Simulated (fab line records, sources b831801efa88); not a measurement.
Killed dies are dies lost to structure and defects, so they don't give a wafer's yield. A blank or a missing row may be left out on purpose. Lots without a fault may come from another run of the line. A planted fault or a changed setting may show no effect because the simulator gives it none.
fab line records | flow sky130
record lots=5 wafers=15 last_day=50
route steps=708 shown CONTACT@413 METAL1@434
lots that met no fault: from a run of the same line without faults
start_h: hours from the record's first day to the start of the lot's first wafer shown | wait_h: hours since the lot's step before | " the same as in the row above | L1.1+2: a row that stands for several wafers | - no value, or no start given | * or withheld: withheld | < > ~ a bound
route shown NAME@n: a module of which the file shows steps, and the number in the route of the first | usual: mean/standard deviation of fault-free wafers | same: alike in all rows | chamber/n: place in a boat | sites: the reading at each site | _std_site: their standard deviation | _edge_site: outer sites' mean less inner sites' | radius_mm: how far each site lies from the wafer's centre | mask NAME#n: copy n | behind: the tool/chamber that last shaped the wafer | hold: why the lot was held/for how many hours/how that ended | device: the transistor (n, p or np) that didn't switch | end of line: the same wafers' tests at the end of the route | a step without rows: its recipe alone | killed: dies lost to structure and defects at the first sort, not the wafer's yield | map: a wafer's dies, x killed, . not, _ none there
set.NAME: the setting as run; set.NAME@STEP: as run at that earlier step | model.NAME: the simulator's own value behind a step, which no gauge read
lots at some steps of the route; a table a step, a row a wafer
services: from which hour (start_h, from the record's first day; less than 0 if before it) a tool's chamber was out of use, for how many hours, and why
## steps
# step SKY_CONTACT_HMDS_07
# recipe prime_time_s=60 prime_temp_c=120
# usual chill_plate_temp_C=23.00/0.11
# columns lot.wafer tool chamber start_h wait_h chill_plate_temp_C
L074.1 litho_track-02 0 712.55 0.1 22.98
L074.4 " 0 " " 23.06
L074.6 " 0 " " 23.04
L075.1 litho_track-02 0 743.80 0.1 22.92
L075.5 " 0 " " 22.98
L075.6 " 0 " " 22.94
L078.1 litho_track-02 0 756.50 0.1 23.09
L078.5 " 0 " " 22.94
L078.6 " 0 " " 22.98
L091.3 litho_track-02 0 864.75 0.1 23.09
L091.4 " 0 " " 23.25
L091.5 " 0 " " 23.04
L097.3 litho_track-02 0 908.55 0.1 23.13
L097.4 " 0 " " 23.07
L097.6 " 0 " " 23.12
# step SKY_CONTACT_COAT_08
# recipe resist=BARC temp_c=withheld time_s=withheld spin_rpm=3000 resist_thk_nm=60
# usual chill_plate_temp_C=*
# columns lot.wafer tool chamber start_h wait_h chill_plate_temp_C
L074.1 litho_track-02 0 712.70 0.1 *
L074.4 " 0 " " *
L074.6 " 0 " " *
L075.1 litho_track-02 0 743.95 0.1 *
L075.5 " 0 " " *
L075.6 " 0 " " *
L078.1 litho_track-02 0 756.65 0.1 *
L078.5 " 0 " " *
L078.6 " 0 " " *
L091.3 litho_track-02 0 864.90 0.1 *
L091.4 " 0 " " *
L091.5 " 0 " " *
L097.3 litho_track-02 0 908.70 0.1 *
L097.4 " 0 " " *
L097.6 " 0 " " *
# step SKY_CONTACT_COAT_09
# recipe resist=KrF-thick spin_rpm=3000 resist_thk_nm=450
# usual chill_plate_temp_C=23.01/0.089
# columns lot.wafer tool chamber start_h wait_h chill_plate_temp_C
L074.1 litho_track-02 0 - - 22.92
L074.4 " 0 " " 23.06
L074.6 " 0 " " 23.06
L075.1 litho_track-02 0 - - 23.05
L075.5 " 0 " " 22.93
L075.6 " 0 " " 23.01
L078.1 litho_track-02 0 - - 22.94
L078.5 " 0 " " 22.94
L078.6 " 0 " " 22.94
L091.3 litho_track-02 0 - - 22.98
L091.4 " 0 " " 23.00
L091.5 " 0 " " 23.07
L097.3 litho_track-02 0 - - 23.22
L097.4 " 0 " " 23.09
L097.6 " 0 " " 23.06
# step SKY_CONTACT_SOFTBAKE_10
# recipe temp_c=100 time_s=88.25 resist=KrF-thick
# usual chill_plate_temp_C=22.99/0.095 plate_temp_C=100.04/0.13
# columns lot.wafer tool chamber start_h wait_h chill_plate_temp_C plate_temp_C
L074.1 litho_track-02 0 - - 23.05 99.90
L074.4 " 0 " " 23.10 99.81
L074.6 " 0 " " 23.15 99.90
L075.1 litho_track-02 0 - - 22.92 100.20
L075.5 " 0 " " 23.02 100.07
L075.6 " 0 " " 22.92 99.89
L078.1 litho_track-02 0 - - 22.96 100.00
L078.5 " 0 " " 23.01 100.02
L078.6 " 0 " " 22.95 100.23
L091.3 litho_track-02 0 - - 22.97 99.92
L091.4 " 0 " " 23.05 100.04
L091.5 " 0 " " 22.91 100.07
L097.3 litho_track-02 0 - - 23.09 100.01
L097.4 " 0 " " 22.98 100.18
L097.6 " 0 " " 22.80 100.08
# step SKY_CONTACT_EXPOSE_11
# recipe mask_id=CTM1 na=0.8 source_shape=annular sigma_inner=0.55 sigma_outer=0.85 target_cd_nm=170 dose_mj=38
# usual exposure_dose_mJ_cm2=37.98/0.041
# columns lot.wafer tool chamber start_h wait_h mask exposure_dose_mJ_cm2
L074.1 krf_scanner-02 0 - - CTM1#0 37.99
L074.4 " 0 " " CTM1#0 38.05
L074.6 " 0 " " CTM1#0 37.98
L075.1 krf_scanner-01 0 - - CTM1#0 37.99
L075.5 " 0 " " CTM1#0 37.97
L075.6 " 0 " " CTM1#0 37.95
L078.1 krf_scanner-01 0 - - CTM1#0 37.89
L078.5 " 0 " " CTM1#0 37.96
L078.6 " 0 " " CTM1#0 37.96
L091.3 krf_scanner-01 0 - - CTM1#0 38.00
L091.4 " 0 " " CTM1#0 37.96
L091.5 " 0 " " CTM1#0 37.99
L097.3 krf_scanner-02 0 - - CTM1#0 37.98
L097.4 " 0 " " CTM1#0 37.94
L097.6 " 0 " " CTM1#0 37.95
# step SKY_CONTACT_PEB_12
# recipe peb_temp_c=withheld peb_time_s=withheld resist=KrF-thick
# usual chill_plate_temp_C=*
# columns lot.wafer tool chamber start_h wait_h chill_plate_temp_C
L074.1 litho_track-03 0 - - *
L074.4 " 0 " " *
L074.6 " 0 " " *
L075.1 litho_track-03 0 - - *
L075.5 " 0 " " *
L075.6 " 0 " " *
L078.1 litho_track-03 0 - - *
L078.5 " 0 " " *
L078.6 " 0 " " *
L091.3 litho_track-02 0 - - *
L091.4 " 0 " " *
L091.5 " 0 " " *
L097.3 litho_track-04 0 - - *
L097.4 " 0 " " *
L097.6 " 0 " " *
# step SKY_CONTACT_DEVELOP_13
# recipe develop_time_s=60 resist=KrF-thick dev_temp_c=21
# usual chill_plate_temp_C=22.98/0.1
# columns lot.wafer tool chamber start_h wait_h chill_plate_temp_C
L074.1 litho_track-03 0 - - 23.05
L074.4 " 0 " " 22.90
L074.6 " 0 " " 23.02
L075.1 litho_track-03 0 - - 22.96
L075.5 " 0 " " 22.98
L075.6 " 0 " " 23.15
L078.1 litho_track-03 0 - - 22.97
L078.5 " 0 " " 23.00
L078.6 " 0 " " 22.97
L091.3 litho_track-02 0 - - 23.11
L091.4 " 0 " " 23.08
L091.5 " 0 " " 23.05
L097.3 litho_track-04 0 - - 23.01
L097.4 " 0 " " 22.97
L097.6 " 0 " " 22.98
# step SKY_CONTACT_CD_MEAS_14
# recipe target_cd_nm=170
# usual cd_nm=169.9/1.4
# columns lot.wafer tool chamber start_h wait_h cd_nm
L074.1 cd_sem-01 - 727.58 - 170.1
L074.4 " - " " 170.6
L074.6 " - " " 169.7
L075.1 cd_sem-01 - 759.18 - 169.9
L075.5 " - " " 170.5
L075.6 " - " " 169.4
L078.1 cd_sem-01 - 769.98 - 170.5
L078.5 " - " " 169.9
L078.6 " - " " 168.9
L091.3 cd_sem-01 - 878.24 - 168.1
L091.4 " - " " 167.8
L091.5 " - " " 169.1
L097.3 cd_sem-01 - 922.12 - 167.8
L097.4 " - " " 169.0
L097.6 " - " " 166.4
# step SKY_CONTACT_OVL_MEAS_15
# usual CONTACT_OVL=0/6
# columns lot.wafer tool chamber start_h wait_h CONTACT_OVL[nm]
L074.1 overlay-02 - 727.70 0.1 -4
L074.4 " - " " 3
L074.6 " - " " -2
L075.1 overlay-01 - 759.30 0.1 -7
L075.5 " - " " -1
L075.6 " - " " -14
L078.1 overlay-01 - 770.10 0.1 8
L078.5 " - " " -2
L078.6 " - " " 0
L091.3 overlay-01 - 878.34 0.1 -3
L091.4 " - " " -10
L091.5 " - " " -9
L097.3 overlay-02 - 922.21 0.1 -2
L097.4 " - " " -2
L097.6 " - " " -4
# step SKY_CONTACT_ETCH_16
# recipe chemistry=N2/H2 target=BARC ion_energy_ev=200 source_w=500 bias_w=100 pressure_mtorr=30 n2_flow_sccm=100 h2_flow_sccm=200 stop_on=SiO2 time_s=45.9 target_depth_a=600
# usual drypump_motor_current_A=5.9/0.57 oes_product_au=0.854/0.0048 throttle_valve_pct=13.224/0.0081
# columns lot.wafer tool chamber start_h wait_h drypump_motor_current_A oes_product_au rf_hours_counter_h throttle_valve_pct
L074.1 rie_diel-03 0 727.73 0.0 4.6 0.861 2 13.218
L074.4 " 2 " " 6.6 0.847 11 13.224
L074.6 " 1 " " 6.2 0.858 - 13.235
L075.1 rie_diel-04 1 759.33 0.0 5.5 0.858 28 13.225
L075.5 " 0 " " 5.9 0.857 - 13.225
L075.6 " 1 " " 5.5 0.856 - 13.209
L078.1 rie_diel-01 1 770.13 0.0 6.3 0.851 13 13.246
L078.5 " 3 " " 6.1 0.855 - 13.220
L078.6 " 0 " " 5.7 0.854 - 13.234
L091.3 rie_diel-01 1 878.36 0.0 6.3 0.847 16 13.209
L091.4 " 2 " " 6.3 0.857 11 13.215
L091.5 " 3 " " 6.1 0.856 - 13.215
L097.3 rie_diel-03 1 922.23 0.0 6.2 0.855 5 13.232
L097.4 " 0 " " 4.7 0.860 8 13.220
L097.6 " 1 " " 6.2 0.858 - 13.220
# step SKY_CONTACT_ETCH_17
# recipe target=SiO2 chemistry=C4F8/O2/Ar stop_on=Si3N4 mask_material=KrF-thick source_w=1500 bias_w=1200 pressure_mtorr=40 c4f8_flow_sccm=withheld O2_flow_sccm=6 Ar_flow_sccm=300 time_s=withheld target_depth_a=3400
# usual oes_product_au=0.892/0.0046
# columns lot.wafer tool chamber start_h wait_h oes_product_au
L074.1 rie_diel-03 0 727.78 0.0 0.895
L074.4 " 2 " " 0.882
L074.6 " 1 " " 0.901
L075.1 rie_diel-04 1 759.38 0.0 0.892
L075.5 " 0 " " 0.898
L075.6 " 1 " " 0.896
L078.1 rie_diel-01 1 770.18 0.0 0.894
L078.5 " 3 " " 0.882
L078.6 " 0 " " 0.885
L091.3 rie_diel-01 1 878.40 0.0 0.882
L091.4 " 2 " " 0.886
L091.5 " 3 " " 0.889
L097.3 rie_diel-03 1 922.27 0.0 0.883
L097.4 " 0 " " 0.887
L097.6 " 1 " " 0.900
# step SKY_CONTACT_ETCH_18
# recipe target=Si3N4 chemistry=CHF3/O2 stop_on=TiN source_w=600 bias_w=200 pressure_mtorr=40 chf3_flow_sccm=50 O2_flow_sccm=5 time_s=39 target_depth_a=750
# usual drypump_motor_current_A=5.9/0.57 oes_product_au=0.855/0.007 throttle_valve_pct=8.792/0.0091
# columns lot.wafer tool chamber start_h wait_h drypump_motor_current_A oes_product_au rf_hours_counter_h throttle_valve_pct
L074.1 rie_diel-03 0 - - 4.6 0.860 2 8.786
L074.4 " 2 " " 6.5 0.852 11 8.788
L074.6 " 1 " " 6.2 0.858 - 8.793
L075.1 rie_diel-04 1 - - 5.5 0.854 29 8.809
L075.5 " 0 " " 5.9 0.868 - 8.807
L075.6 " 1 " " 5.5 0.857 - 8.794
L078.1 rie_diel-01 1 - - 6.3 0.838 13 8.798
L078.5 " 3 " " 6.1 0.858 - 8.787
L078.6 " 0 " " 5.7 0.855 - 8.801
L091.3 rie_diel-01 1 - - 6.3 0.849 16 8.791
L091.4 " 2 " " 6.2 0.855 11 8.784
L091.5 " 3 " " 6.1 0.865 - 8.790
L097.3 rie_diel-03 1 - - 6.2 0.850 6 8.800
L097.4 " 0 " " 4.7 0.849 9 8.792
L097.6 " 1 " " 6.2 0.860 - 8.773
# step SKY_CONTACT_STRIP_19
# recipe chemistry=O2/N2 power_w=1429 pressure_mtorr=1500 platen_temp_c=withheld o2_flow_sccm=3000 n2_flow_sccm=300 overash_fraction=0.5
# usual drypump_motor_current_A=5.8/0.52 oes_product_au=0.383/0.0044 strip_time_to_endpoint_s=3.575/0.027
# columns lot.wafer tool chamber start_h wait_h drypump_motor_current_A oes_product_au rf_hours_counter_h strip_time_to_endpoint_s
L074.1 plasma_asher-01 1 727.87 - 5.9 0.382 104 3.567
L074.4 " 1 " " 5.9 0.383 - 3.561
L074.6 " 1 " " 5.9 0.378 - 3.513
L075.1 plasma_asher-03 0 759.47 - 6.5 0.381 95 3.556
L075.5 " 1 " " 6.0 0.377 - 3.600
L075.6 " 0 " " 6.4 0.379 - 3.537
L078.1 plasma_asher-02 1 770.27 - 6.2 0.384 60 3.598
L078.5 " 0 " " 5.0 0.377 - 3.557
L078.6 " 1 " " 6.2 0.378 - 3.552
L091.3 plasma_asher-03 1 878.52 - 5.9 0.381 - 3.557
L091.4 " 0 " " 6.5 0.379 - 3.559
L091.5 " 0 " " 6.5 0.376 - 3.551
L097.3 plasma_asher-02 0 922.40 - 5.0 0.383 - 3.588
L097.4 " 1 " " 6.2 0.382 - 3.605
L097.6 " 1 " " 6.2 0.390 - 3.566
# step SKY_CONTACT_STRIP_20
# recipe chemistry=post_etch_residue_remover time_s=1200 temp_c=72.5
# columns lot.wafer tool chamber start_h wait_h
L074.1+4+6 wet_bench-03 1 727.97 0.1
L075.1+5+6 wet_bench-03 0 759.57 0.1
L078.1+5+6 wet_bench-01 3 770.37 0.1
L091.3+4+5 wet_bench-01 3 878.59 0.0
L097.3+4+6 wet_bench-01 0 922.46 0.0
# step SKY_CONTACT_CLEAN_21
# recipe chemistry=IPA time_s=180 temp_c=25
# columns lot.wafer tool chamber start_h wait_h
L074.1+4+6 wet_bench-01 0 728.31 0.0
L075.1+5+6 wet_bench-01 0 759.94 0.0
L078.1+5+6 wet_bench-02 2 770.71 0.0
L091.3+4+5 wet_bench-03 1 878.96 0.0
L097.3+4+6 wet_bench-02 1 922.81 0.0
# step SKY_CONTACT_CLEAN_22
# recipe chemistry=O3/DIW dry=n2_spin
# columns lot.wafer tool chamber start_h wait_h
L074.1+4+6 wet_bench-03 1 728.37 0.0
L075.1+5+6 wet_bench-01 2 760.00 0.0
L078.1+5+6 wet_bench-03 2 770.77 0.0
L091.3+4+5 wet_bench-02 2 879.03 0.0
L097.3+4+6 wet_bench-01 2 922.86 0.0
# step SKY_CONTACT_SPUTTER_23
# recipe material=TiN target_thk_nm=20 chamber_pressure_pa=5 power_w=4000 time_s=80
# usual throttle_valve_pct=30.7/1
# columns lot.wafer tool chamber start_h wait_h throttle_valve_pct
L074.1 pvd_sputter-04 - 728.46 0.0 30.4
L074.4 " - " " 30.3
L074.6 " - " " 30.5
L075.1 pvd_sputter-01 - 760.10 0.0 30.1
L075.5 " - " " 31.2
L075.6 " - " " 30.4
L078.1 pvd_sputter-01 - 770.86 0.0 31.2
L078.5 " - " " 31.4
L078.6 " - " " 32.4
L091.3 pvd_sputter-01 - 879.12 0.0 30.6
L091.4 " - " " 30.4
L091.5 " - " " 30.6
L097.3 pvd_sputter-04 - 922.96 0.0 30.4
L097.4 " - " " 29.1
L097.6 " - " " 31.2
# step SKY_CONTACT_CVD_24
# recipe material=W target_thk_nm=340 time_s=102.12 temp_c=400 pressure_torr=40
# usual heater_power_outer_w=624/130 heater_power_w=946/140
# columns lot.wafer tool chamber start_h wait_h heater_power_outer_w heater_power_w
L074.1 cvd_w-02 0 728.52 0.0 661 983
L074.4 " 0 " " 659 984
L074.6 " 1 " " 508 791
L075.1 cvd_w-02 0 760.16 0.0 657 974
L075.5 " 1 " " 523 802
L075.6 " 0 " " 665 985
L078.1 cvd_w-01 1 770.92 0.0 825 1153
L078.5 " 1 " " 811 1113
L078.6 " 0 " " 503 842
L091.3 cvd_w-01 0 879.22 0.1 513 839
L091.4 " 1 " " 802 1143
L091.5 " 0 " " 504 859
L097.3 cvd_w-01 1 923.05 0.1 790 1139
L097.4 " 0 " " 507 830
L097.6 " 1 " " 807 1146
# step SKY_CONTACT_RS_MEAS_25
# recipe thk_meas_gauge=four-point-probe reads=W_of_CONTACT_CVD_24+TiN_of_CONTACT_SPUTTER_23
# usual CONTACT_W_RS=0.337/0.0047
# columns lot.wafer tool chamber start_h wait_h CONTACT_W_RS[ohm/sq]
L074.1 film_metro-02 - 728.63 0.1 0.337
L074.4 " - " " 0.339
L074.6 " - " " 0.327
L075.1 film_metro-01 - 760.27 0.1 0.337
L075.5 " - " " 0.330
L075.6 " - " " 0.335
L078.1 film_metro-01 - 771.03 0.1 0.339
L078.5 " - " " 0.338
L078.6 " - " " 0.335
L091.3 film_metro-03 - 879.33 0.1 0.340
L091.4 " - " " 0.341
L091.5 " - " " 0.339
L097.3 film_metro-01 - 923.17 0.1 0.340
L097.4 " - " " 0.341
L097.6 " - " " 0.338
# step SKY_CONTACT_THK_MEAS_26
# recipe thk_meas_gauge=xrf reads=W_of_CONTACT_CVD_24
# usual CONTACT_W_THK=341/5.8
# columns lot.wafer tool chamber start_h wait_h CONTACT_W_THK[nm]
L074.1 film_metro-02 - 728.75 0.1 342
L074.4 " - " " 338
L074.6 " - " " 352
L075.1 film_metro-01 - 760.39 0.1 339
L075.5 " - " " 346
L075.6 " - " " 341
L078.1 film_metro-01 - 771.15 0.1 339
L078.5 " - " " 340
L078.6 " - " " 344
L091.3 film_metro-03 - 879.43 0.1 345
L091.4 " - " " 343
L091.5 " - " " 348
L097.3 film_metro-01 - 923.27 0.1 337
L097.4 " - " " 335
L097.6 " - " " 337
# step SKY_CONTACT_CMP_27
# recipe stop_on=SiO2 t_overpolish_s=15 down_force_psi=3.5 platen_rpm=60 target_thk_nm=0 pad_velocity_m_s=0.94248
# usual motor_current_A=11.9/1.3 overpolish_run_s=15.001/0.01 platen_rpm=59.99/0.04 time_to_endpoint_s=82.7/2.9
# columns lot.wafer tool chamber start_h wait_h motor_current_A overpolish_run_s platen_rpm time_to_endpoint_s
L074.1 cmp-02 0 728.81 0.1 10.3 15.015 60.01 81.6
L074.4 " 1 " " 12.0 15.009 60.01 81.3
L074.6 " 0 " " 10.6 14.973 60.01 85.6
L075.1 cmp-01 3 760.45 0.1 13.7 14.993 59.98 79.6
L075.6 " 3 " " 14.1 15.008 59.95 82.4
L075.5 " 0 " " 10.8 15.012 59.96 83.0
L078.1 cmp-01 1 771.31 0.1 10.8 15.010 60.00 76.1
L078.5 " 3 " " 13.2 15.003 59.99 83.5
L078.6 " 0 " " 10.1 15.003 60.01 84.3
L091.4 cmp-02 1 879.50 0.1 11.5 15.003 60.03 86.1
L091.3 " 2 " " 13.1 15.004 59.99 86.9
L091.5 " 1 " " 12.0 14.986 59.98 81.8
L097.4 cmp-02 0 923.31 0.0 10.4 15.014 59.97 80.9
L097.3 " 2 " " 13.5 15.010 60.05 84.2
L097.6 " 0 " " 10.5 15.000 60.04 81.2
# step SKY_METAL1_SPUTTER_00
# recipe material=Ti target_thk_nm=15 power_w=3000 time_s=10 chamber_pressure_pa=0.4
# usual throttle_valve_pct=30.2/0.96
# columns lot.wafer tool chamber start_h wait_h throttle_valve_pct
L074.1 pvd_sputter-03 - 729.13 0.3 29.3
L074.4 " - " " 29.3
L074.6 " - " " 29.9
L075.1 pvd_sputter-03 - 760.75 0.2 29.3
L075.5 " - " " 29.5
L075.6 " - " " 28.9
L078.1 pvd_sputter-03 - 771.51 0.1 31.0
L078.5 " - " " 31.4
L078.6 " - " " 29.2
L091.3 pvd_sputter-03 - 879.80 0.2 30.9
L091.4 " - " " 29.0
L091.5 " - " " 29.0
L097.3 pvd_sputter-04 - 923.61 0.1 30.2
L097.4 " - " " 30.5
L097.6 " - " " 29.3
# step SKY_METAL1_SPUTTER_01
# recipe material=TiN target_thk_nm=20 power_w=6500 time_s=16.7 chamber_pressure_pa=0.4
# usual throttle_valve_pct=30.2/0.98
# columns lot.wafer tool chamber start_h wait_h throttle_valve_pct
L074.1 pvd_sputter-03 - 729.16 0.0 29.3
L074.4 " - " " 29.3
L074.6 " - " " 29.7
L075.1 pvd_sputter-03 - 760.78 0.0 29.4
L075.5 " - " " 29.6
L075.6 " - " " 29.4
L078.1 pvd_sputter-03 - 771.53 0.0 30.8
L078.5 " - " " 30.8
L078.6 " - " " 29.3
L091.3 pvd_sputter-03 - 879.82 0.0 31.1
L091.4 " - " " 28.9
L091.5 " - " " 29.1
L097.3 pvd_sputter-04 - 923.63 0.0 30.0
L097.4 " - " " 30.6
L097.6 " - " " 29.0
# step SKY_METAL1_SPUTTER_02
# recipe material=AlCu target_thk_nm=250 power_w=10600 time_s=13.3 chamber_pressure_pa=0.4
# usual throttle_valve_pct=30.2/0.96
# columns lot.wafer tool chamber start_h wait_h throttle_valve_pct
L074.1 pvd_sputter-03 - 729.18 0.0 29.3
L074.4 " - " " 29.2
L074.6 " - " " 29.7
L075.1 pvd_sputter-03 - 760.80 0.0 29.3
L075.5 " - " " 29.6
L075.6 " - " " 29.1
L078.1 pvd_sputter-03 - 771.56 0.0 31.3
L078.5 " - " " 30.9
L078.6 " - " " 29.2
L091.3 pvd_sputter-03 - 879.85 0.0 31.2
L091.4 " - " " 29.0
L091.5 " - " " 29.1
L097.3 pvd_sputter-04 - 923.66 0.0 29.8
L097.4 " - " " 30.6
L097.6 " - " " 29.0
# step SKY_METAL1_SPUTTER_03
# recipe material=Ti target_thk_nm=5 power_w=3000 time_s=3.3 chamber_pressure_pa=0.4
# usual throttle_valve_pct=30.1/0.97
# columns lot.wafer tool chamber start_h wait_h throttle_valve_pct
L074.1 pvd_sputter-03 - 729.21 0.0 29.1
L074.4 " - " " 29.1
L074.6 " - " " 29.6
L075.1 pvd_sputter-03 - 760.83 0.0 29.3
L075.5 " - " " 29.7
L075.6 " - " " 29.1
L078.1 pvd_sputter-03 - 771.58 0.0 31.1
L078.5 " - " " 30.9
L078.6 " - " " 29.3
L091.3 pvd_sputter-03 - 879.87 0.0 30.9
L091.4 " - " " 29.2
L091.5 " - " " 29.1
L097.3 pvd_sputter-04 - 923.68 0.0 30.1
L097.4 " - " " 30.4
L097.6 " - " " 29.0
# step SKY_METAL1_SPUTTER_04
# recipe material=TiN target_thk_nm=70 power_w=6500 time_s=58.3 chamber_pressure_pa=0.4
# usual throttle_valve_pct=30.2/0.98
# columns lot.wafer tool chamber start_h wait_h throttle_valve_pct
L074.1 pvd_sputter-03 - 729.22 0.0 29.0
L074.4 " - " " 29.3
L074.6 " - " " 29.6
L075.1 pvd_sputter-03 - 760.85 0.0 29.2
L075.5 " - " " 29.7
L075.6 " - " " 29.3
L078.1 pvd_sputter-03 - 771.60 0.0 31.1
L078.5 " - " " 30.9
L078.6 " - " " 29.0
L091.3 pvd_sputter-03 - 879.89 0.0 30.9
L091.4 " - " " 29.1
L091.5 " - " " 29.4
L097.3 pvd_sputter-04 - 923.70 0.0 30.3
L097.4 " - " " 30.4
L097.6 " - " " 29.3
# step SKY_METAL1_RS_MEAS_05
# recipe thk_meas_gauge=four-point-probe reads=TiN_of_METAL1_SPUTTER_04+Ti_of_METAL1_SPUTTER_03+AlCu_of_METAL1_SPUTTER_02+TiN_of_METAL1_SPUTTER_01+Ti_of_METAL1_SPUTTER_00
# usual METAL1_ALCU_RS=0.1263/0.00097
# columns lot.wafer tool chamber start_h wait_h METAL1_ALCU_RS[ohm/sq]
L074.1 film_metro-01 - 729.27 0.0 0.1255
L074.4 " - " " 0.1270
L074.6 " - " " 0.1257
L075.1 film_metro-04 - 760.89 0.0 0.1277
L075.5 " - " " 0.1273
L075.6 " - " " 0.1270
L078.1 film_metro-04 - 771.65 0.0 0.1272
L078.5 " - " " 0.1255
L078.6 " - " " 0.1259
L091.3 film_metro-03 - 879.98 0.1 0.1262
L091.4 " - " " 0.1268
L091.5 " - " " 0.1266
L097.3 film_metro-03 - 923.79 0.1 0.1248
L097.4 " - " " 0.1264
L097.6 " - " " 0.1257
# step SKY_METAL1_THK_MEAS_06
# recipe thk_meas_gauge=xrf reads=AlCu_of_METAL1_SPUTTER_02
# usual METAL1_ALCU_THK=246.6/2.3
# columns lot.wafer tool chamber start_h wait_h METAL1_ALCU_THK[nm]
L074.1 film_metro-01 - 729.39 0.1 247.8
L074.4 " - " " 245.7
L074.6 " - " " 249.0
L075.1 film_metro-04 - 761.01 0.1 245.6
L075.5 " - " " 245.3
L075.6 " - " " 247.4
L078.1 film_metro-04 - 771.77 0.1 242.8
L078.5 " - " " 247.5
L078.6 " - " " 245.4
L091.3 film_metro-03 - 880.08 0.1 245.3
L091.4 " - " " 246.7
L091.5 " - " " 244.4
L097.3 film_metro-03 - 923.89 0.1 248.6
L097.4 " - " " 246.1
L097.6 " - " " 246.3
# step SKY_METAL1_DEHYDRATE_07
# recipe temp_c=200 time_s=60
# usual chill_plate_temp_C=22.98/0.11 plate_temp_C=200.04/0.16
# columns lot.wafer tool chamber start_h wait_h chill_plate_temp_C plate_temp_C
L074.1 litho_track-04 0 741.43 12.0 22.91 200.03
L074.4 " 0 " " 23.05 199.86
L074.6 " 0 " " 22.93 200.25
L075.1 litho_track-01 0 773.09 12.1 22.98 200.11
L075.5 " 0 " " 22.96 200.09
L075.6 " 0 " " 23.01 200.16
L078.1 litho_track-01 0 784.89 13.1 23.10 199.96
L078.5 " 0 " " 23.23 200.09
L078.6 " 0 " " 23.00 200.07
L091.3 litho_track-04 0 892.78 12.7 22.91 199.97
L091.4 " 0 " " 22.93 200.13
L091.5 " 0 " " 23.23 199.86
L097.3 litho_track-04 0 934.83 10.9 23.07 200.22
L097.4 " 0 " " 23.03 199.99
L097.6 " 0 " " 22.99 199.99
# step SKY_METAL1_HMDS_08
# recipe prime_time_s=60 prime_temp_c=120
# usual chill_plate_temp_C=23.00/0.1
# columns lot.wafer tool chamber start_h wait_h chill_plate_temp_C
L074.1 litho_track-04 0 741.58 0.1 22.93
L074.4 " 0 " " 22.89
L074.6 " 0 " " 22.87
L075.1 litho_track-01 0 773.24 0.1 23.09
L075.5 " 0 " " 23.07
L075.6 " 0 " " 22.89
L078.1 litho_track-01 0 785.04 0.1 23.07
L078.5 " 0 " " 23.07
L078.6 " 0 " " 23.06
L091.3 litho_track-04 0 892.93 0.1 22.98
L091.4 " 0 " " 22.98
L091.5 " 0 " " 22.99
L097.3 litho_track-04 0 934.98 0.1 23.08
L097.4 " 0 " " 23.08
L097.6 " 0 " " 23.06
# step SKY_METAL1_COAT_09
# recipe resist=BARC temp_c=withheld time_s=withheld spin_rpm=3000 resist_thk_nm=60
# usual chill_plate_temp_C=*
# columns lot.wafer tool chamber start_h wait_h chill_plate_temp_C
L074.1 litho_track-04 0 741.73 0.1 *
L074.4 " 0 " " *
L074.6 " 0 " " *
L075.1 litho_track-01 0 773.39 0.1 *
L075.5 " 0 " " *
L075.6 " 0 " " *
L078.1 litho_track-01 0 785.19 0.1 *
L078.5 " 0 " " *
L078.6 " 0 " " *
L091.3 litho_track-04 0 893.08 0.1 *
L091.4 " 0 " " *
L091.5 " 0 " " *
L097.3 litho_track-04 0 935.13 0.1 *
L097.4 " 0 " " *
L097.6 " 0 " " *
# step SKY_METAL1_COAT_10
# recipe resist=KrF-thick spin_rpm=3000 resist_thk_nm=450
# usual chill_plate_temp_C=23.04/0.11
# columns lot.wafer tool chamber start_h wait_h chill_plate_temp_C
L074.1 litho_track-04 0 - - 22.89
L074.4 " 0 " " 23.06
L074.6 " 0 " " 23.00
L075.1 litho_track-01 0 - - 23.05
L075.5 " 0 " " 22.95
L075.6 " 0 " " 23.01
L078.1 litho_track-01 0 - - 23.01
L078.5 " 0 " " 23.07
L078.6 " 0 " " 23.10
L091.3 litho_track-04 0 - - 23.27
L091.4 " 0 " " 23.05
L091.5 " 0 " " 23.15
L097.3 litho_track-04 0 - - 22.84
L097.4 " 0 " " 22.93
L097.6 " 0 " " 23.01
# step SKY_METAL1_SOFTBAKE_11
# recipe temp_c=100 time_s=90 resist=KrF-thick
# usual chill_plate_temp_C=22.99/0.089 plate_temp_C=99.97/0.12
# columns lot.wafer tool chamber start_h wait_h chill_plate_temp_C plate_temp_C
L074.1 litho_track-04 0 - - 23.01 99.99
L074.4 " 0 " " 23.02 100.20
L074.6 " 0 " " 23.11 99.92
L075.1 litho_track-01 0 - - 22.98 99.96
L075.5 " 0 " " 23.07 100.01
L075.6 " 0 " " 23.10 99.85
L078.1 litho_track-01 0 - - 23.12 99.85
L078.5 " 0 " " 22.92 99.95
L078.6 " 0 " " 23.06 99.94
L091.3 litho_track-04 0 - - 22.92 99.98
L091.4 " 0 " " 23.16 99.82
L091.5 " 0 " " 22.93 99.85
L097.3 litho_track-04 0 - - 23.09 99.85
L097.4 " 0 " " 22.97 100.00
L097.6 " 0 " " 22.99 99.99
## services
# columns tool chamber start_h hours kind
wet_bench-03 - 694.81 7.0 repair
cvd_w-01 - 701.92 8.7 repair
pvd_sputter-03 - 714.41 1.3 repair
pvd_sputter-03 - 716.47 3.3 repair
cmp-02 - 724.36 3.5 repair
rie_diel-03 - 730.20 2.8 pm
krf_scanner-01 - 737.32 0.8 pm
cmp-02 - 738.57 1.0 repair
cmp-02 - 744.00 4.0 pm
pvd_sputter-04 - 748.21 2.4 repair
pvd_sputter-04 - 765.86 0.5 repair
rie_diel-04 - 772.85 2.8 pm
rie_diel-01 1 775.08 2.4 repair
rie_diel-04 2 775.69 1.5 repair
rie_diel-03 3 809.12 12.9 repair
krf_scanner-01 - 828.28 1.3 pm
rie_diel-04 0 840.28 5.1 repair
cvd_w-01 - 841.43 0.7 repair
krf_scanner-01 - 855.98 1.0 pm
rie_diel-01 3 881.20 2.9 repair
cvd_w-01 0 896.46 12.7 repair
rie_diel-03 2 900.53 1.7 repair
krf_scanner-01 - 905.96 3.2 repair
rie_diel-04 0 906.36 2.4 repair
## key
fault none
